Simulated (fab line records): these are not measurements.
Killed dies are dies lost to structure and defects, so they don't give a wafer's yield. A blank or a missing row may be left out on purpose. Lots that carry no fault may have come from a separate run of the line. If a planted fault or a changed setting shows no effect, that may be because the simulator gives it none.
Matching of chambers    flow gf180mcu    GF_POLY_GATE_ETCH_12 on rie-diel-02: 4 sister chambers
The step etches BARC in N2/H2. 20 wafers are shown with their chamber, then 10 later ones without.

== WAFERS PAIRED WITH THEIR CHAMBERS ==
wafer   chamber  throttle-valve-pct (%)  oes-product-au (a.u.)
L076.2  2        13.200                  0.737
L076.5  1        13.221                  0.738
L076.6  0        13.193                  0.728
L077.1  0        13.211                  0.736
L077.2  1        13.223                  0.735
L077.6  1        13.204                  0.730
L078.1  2        13.198                  0.737
L078.2  3        13.216                  0.738
L078.3  0        13.218                  0.745
L081.1  1        13.235                  0.739
L081.4  2        13.206                  0.737
L081.6  2        13.206                  0.733
L084.1  3        13.225                  0.737
L084.3  2        13.220                  0.736
L084.6  1        13.218                  0.739
L090.1  3        13.217                  0.735
L090.3  2        13.196                  0.734
L090.6  0        13.207                  0.732
L091.1  2        13.216                  0.731
L091.2  3        13.218                  0.736

SIGNATURES, as means of the wafers listed above
reading             chamber 0  chamber 1  chamber 2  chamber 3  scatter within a chamber
throttle-valve-pct  13.20725   13.22020   13.20600   13.21900   0.00927
oes-product-au      0.73525    0.73620    0.73500    0.73650    0.004
Rule: a wafer's distance from a chamber is the root of the sum, over the readings, of the square of ((its reading less the chamber's mean) divided by the reading's scatter). The wafer belongs to the nearest chamber; if the next one is less than 2 further off, it can't be placed. How the scatter is found: for the shown wafers, subtract from each reading the mean of its chamber, square and add these, divide the total by (wafers less chambers), then take the root.

== WAFERS MISSING THEIR CHAMBER ==
wafer   throttle-valve-pct (%)  oes-product-au (a.u.)
L091.5  13.226                  0.733
L092.3  13.206                  0.736
L092.5  13.203                  0.730
L092.6  13.224                  0.735
L093.1  13.215                  0.735
L093.2  13.218                  0.737
L093.5  13.202                  0.735
L095.2  13.215                  0.730
L095.4  13.214                  0.732
L095.5  13.204                  0.735

== CHAMBER TAKEN BY EACH ==
wafer   from the rows above                in truth
L091.5  can't be placed: 1 or 3 or 0 or 2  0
L092.3  can't be placed: 0 or 2 or 3 or 1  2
L092.5  can't be placed: 2 or 0 or 3 or 1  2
L092.6  can't be placed: 1 or 3 or 0 or 2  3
L093.1  can't be placed: 3 or 1 or 0 or 2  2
L093.2  can't be placed: 3 or 1 or 0 or 2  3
L093.5  can't be placed: 2 or 0 or 3 or 1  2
L095.2  can't be placed: 0 or 2 or 1 or 3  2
L095.4  can't be placed: 0 or 2 or 1 or 3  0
L095.5  can't be placed: 2 or 0 or 3 or 1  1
Placed correctly: 0 of 10. Not placeable from these rows: 10 (in 10, the candidates include the true chamber). Placed wrongly: 0.
